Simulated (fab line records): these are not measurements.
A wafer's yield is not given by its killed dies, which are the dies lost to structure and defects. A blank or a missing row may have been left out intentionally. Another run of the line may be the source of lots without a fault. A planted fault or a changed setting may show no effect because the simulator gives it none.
Comparing a struck lot with a sound one :: flow gf180mcu :: 15 steps out of a route of 602
Sound: these wafers, L180.1, L180.2, L180.6. The struck wafers were L186.1, L186.3, L186.4. The cause is named last.
At each step with rows: each side's tool, then ch and its chambers, then its first start. Under that, the readings that differ: sound wafers :: struck wafers :: difference of the means :: sigmas: that difference in standard deviations of wafers without a fault.
alike: readings with means less than 2 such deviations apart, plus words and numbers identical on both sides. not compared: withheld readings, readings lacking a value on some wafer, bounds such as >300 that could conceal the same value, and numbers that have no deviation in the record and whose values overlap.
The two part at a step that has a row with sigmas, a row that says differs or no value, or rows on one side only. Non-overlapping numbers with no deviation appear without sigmas and do not part them. A reading that every wafer of one side lacks parts them only if that side has two wafers or more.

first, 1 step without rows for these wafers: GF_NWELL_DEVELOP_06 (develop time 60 s).
GF_NWELL_OVL_MEAS_07:
  sound on overlay-01, day 5 08:47; struck on overlay-02, day 6 20:32
  alike: NWELL_OVL
then, 2 steps without rows for these wafers: GF_NWELL_IMPLANT_08; GF_NWELL_IMPLANT_09.
GF_NWELL_STRIP_10: strips in O2/N2.
  sound on plasma_asher-02 ch 0,1, day 5 09:07; struck on plasma_asher-02 ch 0,1, day 6 20:52
  alike: drypump_motor_current_A, heater_power_w, oes_product_au, strip_time_to_endpoint_s
  not compared: rf_hours_counter_h
GF_NWELL_TW_MEAS_11:
  sound on film_metro-04, day 5 09:13; struck on film_metro-04, day 6 20:58
  alike: NWELL_TW
then, 6 steps without rows for these wafers: GF_LVPWELL_DEHYDRATE_00 (time 60 s); GF_LVPWELL_HMDS_01 (prime time 60 s); GF_LVPWELL_COAT_02 (resist thk 3000 nm); GF_LVPWELL_SOFTBAKE_03; GF_LVPWELL_EXPOSE_04 (exposes mask LVPWELL, target cd 600 nm); GF_LVPWELL_PEB_05.
GF_LVPWELL_DEVELOP_06: develop time 60 s.
  sound on litho_track-04 ch 0, day 5 23:00; struck on litho_track-03 ch 0, day 7 12:00
reading: developer_temp_C (C)
sound: 22.91 22.85 22.90
struck: 20.64 20.65 20.88
difference: -2.16
sigmas: -23
GF_LVPWELL_OVL_MEAS_07:
  sound on overlay-02, day 5 23:56; struck on overlay-01, day 7 12:33
  alike: LVPWELL_OVL
following that, these wafers have no rows for 1 step: GF_PASSIVATION_PROBE_99.

## WHERE THEY PART
Only at GF_LVPWELL_DEVELOP_06, as far as this record shows. Later steps at which nothing parts them and some readings are alike: GF_LVPWELL_OVL_MEAS_07.

WHY: whatever the simulator had introduced
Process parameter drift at GF_LVPWELL_DEVELOP_06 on litho_track-03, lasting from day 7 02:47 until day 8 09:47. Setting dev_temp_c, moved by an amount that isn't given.
